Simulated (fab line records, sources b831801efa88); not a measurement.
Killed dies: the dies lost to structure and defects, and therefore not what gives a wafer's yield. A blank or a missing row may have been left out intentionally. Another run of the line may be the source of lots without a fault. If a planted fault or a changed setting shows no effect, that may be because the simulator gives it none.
Which tool is to blame? / flow sky130 / 36 wafers sampled from 12 lots at 1 step of a route of 708

== WHAT EACH GAUGE READ, for each wafer ==
SKY_METAL1_CD_MEAS_15: the cd target is 140 nm. Usual: 140.2 nm for cdNm, sd 1.6.
lot=L815; measured=day 32 19:50; on=cdSem-01; cdNm (nm)=140.3 138.8 138.7; flag=
lot=L816; measured=day 32 23:59; on=cdSem-01; cdNm (nm)=141.5 140.6 140.8; flag=
lot=L817; measured=day 33 08:52; on=cdSem-02; cdNm (nm)=139.8 140.2 139.4; flag=
lot=L818; measured=day 34 07:01; on=cdSem-02; cdNm (nm)=141.7 142.9 141.6; flag=
lot=L827; measured=day 36 23:40; on=cdSem-02; cdNm (nm)=137.8 138.6 139.3; flag=
lot=L832; measured=day 38 06:46; on=cdSem-02; cdNm (nm)=139.8 138.7 138.7; flag=
lot=L831; measured=day 38 10:04; on=cdSem-02; cdNm (nm)=140.9 140.8 141.2; flag=
lot=L833; measured=day 38 19:56; on=cdSem-02; cdNm (nm)=138.6 139.4 139.6; flag=
lot=L834; measured=day 39 01:47; on=cdSem-02; cdNm (nm)=144.9 144.4 143.1; flag=
lot=L835; measured=day 39 06:01; on=cdSem-01; cdNm (nm)=142.1 142.2 142.8; flag=
lot=L836; measured=day 39 10:58; on=cdSem-02; cdNm (nm)=136.9 137.5 139.1; flag=
lot=L837; measured=day 39 18:41; on=cdSem-01; cdNm (nm)=141.2 141.1 141.8; flag=

== WHICH TOOL RAN EACH LOT (tool, then ch and the chambers of the sampled wafers, then the start) ==
The record holds no process step before these readings.

== WHAT THE TOOLS THEMSELVES READ (means of the sampled wafers that have a number; where no wafer has one, the mark that the record gives instead) ==
The record holds no such reading with a usual standard deviation.

== THE ANSWER, worked out from the rows above alone ==
Rule: a lot counts as off when the mean over its wafers that have a number is more than 3 standard deviations away from the usual mean. A lot without any number at a reading at which 4 lots or more have one is off too. All remaining lots with rows at the step are treated as sound. The gauges are gone through in route order, then the tools' own readings, and for those a lot's mean is taken as printed above. The first step at which some lot is off is used, and at that step the reading that is off furthest; a lot without a number counts as furthest.
No lot is off on any of the readings shown, so nothing can be concluded from this.

== WHAT THE SIMULATOR HAD PUT IN ==
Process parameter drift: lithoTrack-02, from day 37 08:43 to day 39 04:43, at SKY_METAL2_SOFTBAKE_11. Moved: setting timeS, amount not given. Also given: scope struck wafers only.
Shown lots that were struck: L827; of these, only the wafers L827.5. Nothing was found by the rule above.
